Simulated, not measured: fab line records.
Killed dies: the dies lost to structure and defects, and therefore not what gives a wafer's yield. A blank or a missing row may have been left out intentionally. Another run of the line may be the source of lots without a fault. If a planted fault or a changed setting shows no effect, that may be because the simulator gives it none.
Code-filled problem report in 8D (eight disciplines) form / flow sky130 / the parts of the form that need people (team, actions taken, sign-off) are left out

1. THE ISSUE
Mean of spin_speed_rpm at SKY_VIA3_COAT_06: 3118.8 rpm across 6 wafers in 2 lots; on wafers with no fault it is 3000.4 rpm (standard deviation 2.4). That puts it +49 standard deviations away from the usual mean.
The step: resist thk 60 nm.
First observed at day 42 10:02: wafer L452.1, on litho_track-01. The record holds 18 wafers of 6 lots with a number at this step. Rule for "out", or "out of limits": more than 4 standard deviations from the usual mean. The rest of the wafers with a number are treated as sound.

2. WHAT IT IS AND WHAT IT IS NOT
question=which readings at this step | is=spin_speed_rpm | is not=exhaust_pa
question=which lots | is=L452, L454 | is not=L443, L446, L461, L463
question=which wafers of those lots | is=all that have a number | is not=-
question=read on which tools | is=litho_track-01 | is not=litho_track-02, litho_track-03
question=when | is=from day 42 10:02 | is not=up to then (6 sound wafers); but 6 sound wafers of L461, L463 came after

3. WHAT RULES OUT EACH SUSPECT
Counting: a tool at any process step up to the reading remains a suspect when it ran all the lots that are out and ran no sound lot after the first of those.
- rie_metal-03 at SKY_METAL3_METAL_ETCH_18 (etches the open film in Cl2/BCl3, stops on SiO2, target depth 845 nm, time 183.1 s): ruled out as a lasting fault. Following L452 (day 41 21:56), the first lot on it that is out, the sound lots L463 were run on it.
- plasma_asher-01 at SKY_METAL3_STRIP_19 (strips in O2/N2): ruled out as a lasting fault. Following L452 (day 41 22:07), the first lot on it that is out, the sound lots L461, L463 were run on it.
- litho_track-01 at SKY_VIA3_COAT_06 (resist thk 60 nm): kept. Every lot that is out went through it, starting with L452 (day 42 10:02), and after that it ran no sound lot; the last sound lot it ran before then is L443 (day 39 12:08). On those wafers its own readings are out: spin_speed_rpm.
After counting, what remains is litho_track-01 at SKY_VIA3_COAT_06.

4. THE CAUSE (what the simulator had put in)
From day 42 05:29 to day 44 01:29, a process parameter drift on litho_track-01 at SKY_VIA3_COAT_06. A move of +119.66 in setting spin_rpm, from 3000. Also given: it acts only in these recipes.
Counting left only this tool.

5. THE EFFECT CHAIN, in route order
One row per reading whose mean, taken over the struck wafers that have a number, lies over 3 standard deviations from the usual. Scope: only readings with a usual standard deviation given in the record; hours: median across lots of the time from each lot's start at the first step in this table that gives one to its start at this step; sigmas: change in usual standard deviations.
hours=0; step=SKY_VIA3_COAT_06; reading=spin_speed_rpm; usual=3000.4 rpm; on struck wafers=3118.8; change=+118.4; sigmas=+49
The process steps in it:
- SKY_VIA3_COAT_06: resist thk 60 nm.
Later steps that measure or inspect, where all struck wafers having a row at the step show a number for every such reading and not one has moved that far: SKY_VIA3_CD_MEAS_12, SKY_VIA3_OVL_MEAS_13.

6. WHAT WOULD HAVE CAUGHT IT SOONER
In this record no reading fell out of limits until day 42 10:02, 5 hours after the fault had begun at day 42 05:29.
